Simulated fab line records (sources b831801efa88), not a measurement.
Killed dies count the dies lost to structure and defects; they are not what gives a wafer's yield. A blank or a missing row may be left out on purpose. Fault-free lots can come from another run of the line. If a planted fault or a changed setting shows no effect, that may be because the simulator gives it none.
fab line records | flow gf180mcu
record: lots: 15 wafers: 45 last-day: 33
route steps=602 shown V5@558
lots that met no fault: from a run of the same line without faults
start-h: the number of hours between the record's first day and the start of the first shown wafer of the lot | wait-h: how many hours have passed since the lot's step before this one | " as in the row above | L1.1+2: a row that stands for several wafers | - no value, or no start was given | * or withheld: withheld | < > ~ a bound
route shown NAME@n: a module of which the file shows steps, and the number in the route of the first | usual: mean/standard deviation taken from wafers without a fault | same: alike in all rows | chamber/n: place in a boat | sites: per-site readings | _std_site: the values' standard deviation | _edge_site: inner sites' mean taken away from outer sites' mean | radius-mm: how far each site lies from the wafer's centre | mask NAME#n: copy n | behind: the last tool/chamber to shape the wafer | hold: reason for holding the lot/hours on hold/outcome of the hold | device: the transistor (n, p or np) that didn't switch | end of line: tests of these same wafers at the route's end | a step given without rows: its recipe and nothing more | killed: the dies lost at the first sort to structure and to defects; this is not the yield of the wafer | map: a wafer's dies, marking killed ones x, the rest . and places with no die _
set.NAME: setting as actually run; set.NAME@STEP: the setting as run at that earlier step | model.NAME: the simulator's own value behind a step, which no gauge read
a sample of lots followed through the steps of the route, with each step as a table and each wafer as a row
services: from which hour (start-h, from the record's first day; less than 0 if before it) a tool's chamber was out of use, for how many hours, and why
== steps ==
step: GF_V5_STRIP_18
recipe: chemistry: O2/N2 power-w: 1400 pressure-mtorr: 1500 platen-temp-c: 250 o2-flow-sccm: 3000 n2-flow-sccm: 300 overash-fraction: 0.5
usual: drypump-motor-current-A: 5.4/0.45 heater-power-w: 316/29 oes-product-au: 0.569/0.0046
columns lot.wafer tool chamber start-h wait-h drypump-motor-current-A heater-power-w oes-product-au rf-hours-counter-h
L207.2 plasma-asher-01 1 637.05 - 5.1 301 0.566 53
L207.3 " 1 " " 5.1 300 0.578 -
L207.4 " 0 " " 5.8 299 0.578 -
L208.2 plasma-asher-01 1 647.22 - 5.1 305 0.578 54
L208.5 " 1 " " 5.1 297 0.570 -
L208.6 " 0 " " 5.8 301 0.572 -
L209.1 plasma-asher-01 0 650.62 - 5.8 302 0.571 54
L209.3 " 0 " " 5.8 304 0.581 -
L209.6 " 1 " " 5.0 302 0.565 -
L210.2 plasma-asher-02 0 654.57 - 4.8 314 0.567 88
L210.3 " 1 " " 5.9 308 0.571 -
L210.6 " 1 " " 5.9 299 0.574 -
L211.1 plasma-asher-01 0 663.77 - 5.8 313 0.570 56
L211.2 " 1 " " 5.1 302 0.567 56
L211.3 " 0 " " 5.8 306 0.569 -
L212.3 plasma-asher-02 1 671.20 - 5.8 306 0.565 -
L212.4 " 0 " " 4.9 316 0.567 -
L212.5 " 1 " " 5.8 304 0.568 -
L214.1 plasma-asher-01 1 692.47 - 5.1 294 0.569 59
L214.3 " 1 " " 5.1 292 0.569 -
L214.6 " 0 " " 5.8 309 0.566 -
L215.1 plasma-asher-03 1 694.89 - 6.0 312 0.568 110
L215.2 " 0 " " 5.1 410 0.566 110
L215.3 " 0 " " 5.2 414 0.570 -
L217.1 plasma-asher-02 0 702.97 - 4.8 317 0.566 94
L217.2 " 1 " " 5.8 303 0.567 94
L217.3 " 0 " " 4.8 319 0.573 -
L216.1 plasma-asher-01 0 704.12 - 5.8 311 0.570 60
L216.3 " 1 " " 5.1 298 0.569 -
L216.5 " 0 " " 5.8 298 0.569 -
L219.1 plasma-asher-03 1 717.84 - 6.0 303 0.563 112
L219.4 " 1 " " 6.0 308 0.566 -
L219.5 " 0 " " 5.2 402 0.576 -
L220.4 plasma-asher-01 0 726.40 - 5.8 308 0.573 -
L220.5 " 1 " " 5.1 297 0.574 -
L220.6 " 0 " " 5.8 307 0.572 -
L222.1 plasma-asher-02 0 734.84 - 4.8 326 0.570 97
L222.5 " 1 " " 5.8 306 0.578 -
L222.6 " 0 " " 4.9 331 0.571 -
L223.2 plasma-asher-02 0 744.22 - 4.9 330 0.573 99
L223.3 " 0 " " 4.8 322 0.563 -
L223.4 " 1 " " 5.8 301 0.576 -
L224.2 plasma-asher-03 0 749.67 - 5.1 368 0.564 1
L224.3 " 1 " " 6.0 282 0.565 -
L224.6 " 1 " " 6.0 286 0.568 -
step: GF_V5_RS_MEAS_24
recipe: thk-meas-gauge: four-point-probe reads: W_of_V5_CVD_23+TiN_of_V5_SPUTTER_22+Ti_of_V5_SPUTTER_21
usual: V5_W_RS: 0.330/0.0032
columns lot.wafer tool chamber start-h wait-h V5_W_RS[ohm/sq]
L207.2 film-metro-01 - 637.81 0.1 0.334
L207.3 " - " " 0.331
L207.4 " - " " 0.340
L208.2 film-metro-01 - 647.99 0.1 0.334
L208.5 " - " " 0.335
L208.6 " - " " 0.330
L209.1 film-metro-01 - 651.37 0.1 0.329
L209.3 " - " " 0.326
L209.6 " - " " 0.331
L210.2 film-metro-04 - 655.33 0.1 0.326
L210.3 " - " " 0.330
L210.6 " - " " 0.326
L211.1 film-metro-01 - 664.53 0.1 0.329
L211.2 " - " " 0.331
L211.3 " - " " 0.331
L212.3 film-metro-04 - 671.99 0.1 0.328
L212.4 " - " " 0.333
L212.5 " - " " 0.332
L214.1 film-metro-02 - 693.25 0.1 0.328
L214.3 " - " " 0.328
L214.6 " - " " 0.324
L215.1 film-metro-04 - 695.64 0.1 0.328
L215.2 " - " " 0.330
L215.3 " - " " 0.328
L217.1 film-metro-01 - 703.71 0.1 0.333
L217.2 " - " " 0.336
L217.3 " - " " 0.334
L216.1 film-metro-01 - 704.87 0.1 0.333
L216.3 " - " " 0.333
L216.5 " - " " 0.330
L219.1 film-metro-02 - 718.59 0.1 0.333
L219.4 " - " " 0.338
L219.5 " - " " 0.331
L220.4 film-metro-04 - 727.17 0.1 0.331
L220.5 " - " " 0.329
L220.6 " - " " 0.330
L222.1 film-metro-01 - 735.59 0.1 0.326
L222.5 " - " " 0.328
L222.6 " - " " 0.328
L223.2 film-metro-01 - 744.98 0.1 0.328
L223.3 " - " " 0.326
L223.4 " - " " 0.332
L224.2 film-metro-01 - 750.44 0.1 0.323
L224.3 " - " " 0.326
L224.6 " - " " 0.326
step: GF_V5_THK_MEAS_25
recipe: thk-meas-gauge: xrf reads: W_of_V5_CVD_23
usual: V5_W_THK: 348/5.6
columns lot.wafer tool chamber start-h wait-h V5_W_THK[nm]
L207.2 film-metro-01 - 637.92 0.1 340
L207.3 " - " " 343
L207.4 " - " " 334
L208.2 film-metro-01 - 648.10 0.1 339
L208.5 " - " " 337
L208.6 " - " " 343
L209.1 film-metro-01 - 651.49 0.1 345
L209.3 " - " " 347
L209.6 " - " " 344
L210.2 film-metro-04 - 655.44 0.1 356
L210.3 " - " " 347
L210.6 " - " " 352
L211.1 film-metro-01 - 664.65 0.1 344
L211.2 " - " " 344
L211.3 " - " " 342
L212.3 film-metro-04 - 672.09 0.1 352
L212.4 " - " " 345
L212.5 " - " " 347
L214.1 film-metro-02 - 693.37 0.1 359
L214.3 " - " " 358
L214.6 " - " " 361
L215.1 film-metro-04 - 695.76 0.1 352
L215.2 " - " " 351
L215.3 " - " " 352
L217.1 film-metro-01 - 703.83 0.1 341
L217.2 " - " " 337
L217.3 " - " " 340
L216.1 film-metro-01 - 704.99 0.1 342
L216.3 " - " " 341
L216.5 " - " " 345
L219.1 film-metro-02 - 718.71 0.1 345
L219.4 " - " " 342
L219.5 " - " " 350
L220.4 film-metro-04 - 727.26 0.1 349
L220.5 " - " " 354
L220.6 " - " " 348
L222.1 film-metro-01 - 735.71 0.1 349
L222.5 " - " " 346
L222.6 " - " " 348
L223.2 film-metro-01 - 745.09 0.1 348
L223.3 " - " " 351
L223.4 " - " " 343
L224.2 film-metro-01 - 750.55 0.1 351
L224.3 " - " " 351
L224.6 " - " " 350
step: GF_V5_CMP_26
recipe: stop-on: SiO2 down-force-psi: 3.5 platen-rpm: 60 t-overpolish-s: 15 target-thk-nm: 0 pad-velocity-m-s: 0.94248
usual: edge-zone-pressure-frac: 1.000/0.0045 head-pressure-psi: 3.501/0.0081 motor-current-A: 11.7/1.2 overpolish-run-s: 14.998/0.009 slurry-flow-ml-min: 150.0/0.46 time-to-endpoint-s: 85/5.3
columns lot.wafer tool chamber start-h wait-h edge-zone-pressure-frac head-pressure-psi motor-current-A overpolish-run-s slurry-flow-ml-min time-to-endpoint-s
L207.3 cmp-01 3 638.02 0.1 1.003 3.495 10.5 14.997 150.3 80
L207.4 " 0 " " 0.998 3.502 14.0 15.007 149.8 93
L207.2 " 1 " " 0.991 3.514 12.0 14.999 150.0 86
L208.2 cmp-01 2 648.30 0.2 0.995 3.515 13.2 14.992 150.4 87
L208.5 " 3 " " 1.003 3.483 11.0 15.004 150.4 78
L208.6 " 0 " " 1.005 3.486 14.3 14.999 150.1 92
L209.1 cmp-02 0 651.65 0.1 0.992 3.505 12.8 14.996 150.1 82
L209.3 " 1 " " 0.998 3.495 10.3 14.991 149.8 94
L209.6 " 3 " " 0.996 3.489 10.3 14.999 150.5 84
L210.3 cmp-02 2 655.49 0.0 0.999 3.491 11.1 15.004 149.9 78
L210.2 " 1 " " 0.999 3.502 10.2 15.004 150.2 91
L210.6 " 2 " " 0.999 3.487 11.5 14.996 149.8 80
L211.1 cmp-01 2 664.71 0.1 1.001 3.509 12.6 15.003 150.6 86
L211.3 " 0 " " 0.994 3.502 13.0 15.005 150.4 96
L211.2 " 1 " " 1.002 3.502 12.2 14.991 149.5 92
L212.4 cmp-01 0 672.23 0.1 1.000 3.487 13.7 14.996 150.6 91
L212.3 " 1 " " 0.997 3.501 11.3 14.977 150.0 92
L212.5 " 3 " " 1.008 3.496 11.8 15.007 150.3 82
L214.1 cmp-01 3 693.43 0.1 1.003 3.496 10.9 14.997 150.1 83
L214.3 " 2 " " 0.999 3.495 12.9 14.998 149.6 85
L214.6 " 0 " " 0.999 3.520 13.3 15.002 150.1 95
L215.3 cmp-01 1 695.82 0.0 1.001 3.508 12.0 14.993 149.9 86
L215.2 " 2 " " 0.993 3.503 12.6 14.998 150.5 82
L215.1 " 3 " " 0.991 3.503 11.3 14.989 148.8 83
L217.2 cmp-01 1 703.89 0.0 0.996 3.496 12.1 15.012 150.4 85
L217.1 " 3 " " 1.005 3.520 11.8 15.001 149.4 81
L217.3 " 0 " " 1.001 3.490 13.8 15.004 149.4 92
L216.3 cmp-01 1 705.10 0.1 1.008 3.496 11.8 15.008 149.8 87
L216.1 " 3 " " 0.995 3.502 11.0 15.013 150.1 80
L216.5 " 0 " " 0.990 3.521 14.1 14.999 149.9 94
L219.4 cmp-02 2 718.87 0.1 1.004 3.496 11.0 15.002 149.4 81
L219.1 " 3 " " 1.003 3.514 10.5 14.997 149.7 81
L219.5 " 0 " " 1.007 3.490 13.1 14.986 150.7 84
L220.4 cmp-01 1 727.44 0.2 0.992 3.494 11.3 14.987 149.0 90
L220.5 " 2 " " 1.000 3.502 12.8 14.988 150.4 89
L220.6 " 3 " " 0.999 3.504 11.5 14.999 150.1 80
L222.1 cmp-02 0 735.87 0.1 - - - - - -
L222.6 " 2 " " - - - - - -
L222.5 " 3 " " - - - - - -
L223.3 cmp-02 0 745.52 0.4 - - - - - -
L223.2 " 1 " " - - - - - -
L223.4 " 3 " " - - - - - -
L224.2 cmp-02 1 750.60 0.0 - - - - - -
L224.3 " 3 " " - - - - - -
L224.6 " 2 " " - - - - - -
== services ==
columns tool chamber start-h hours kind
cmp-01 - 632.57 5.3 pm
cmp-02 - 645.54 5.5 pm
plasma-asher-03 - 656.66 14.6 pm
plasma-asher-01 - 669.40 1.9 repair
cmp-02 - 677.36 2.9 repair
cmp-01 - 682.65 1.1 repair
plasma-asher-02 - 683.26 0.7 repair
plasma-asher-03 - 733.75 9.0 pm
plasma-asher-03 0 733.75 9.0 vent-cycle
plasma-asher-03 1 733.75 9.0 vent-cycle
plasma-asher-01 - 736.57 0.7 repair
plasma-asher-03 0 742.75 - clean
plasma-asher-03 1 742.75 - clean
cmp-01 - 744.25 4.0 pm
cmp-01 - 748.25 - consumable-replace:conditioner
cmp-01 - 748.25 - consumable-replace:pad
== key ==
first-sign: step: GF_V5_CMP_26 reading: tool-record direction: missing
effect none on later readings
met-at GF_V5_CMP_26
struck-lots L222,L223,L224
later-rows-left-out L222.1,L222.5,L222.6,L223.2,L223.3,L223.4,L224.2,L224.3,L224.6
sort-left-out L222.1,L222.5,L222.6,L223.2,L223.3,L223.4,L224.2,L224.3,L224.6
not-acting-at GF_V5_STRIP_18,GF_V5_RS_MEAS_24,GF_V5_THK_MEAS_25
onset-between 718.87 735.87
fault: kind: skipped-step-whole tool: cmp-02 chamber: - onset-h: 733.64 steps: GF_V5_CMP_26 scope: struck-lots-only
sort-left-out: the simulated sort isn't trusted on such a fault, so these wafers' sort isn't shown, and their yield isn't known
later-rows-left-out: the simulator's readings of these wafers behind a module that went badly wrong aren't trusted and aren't shown, but for the sort
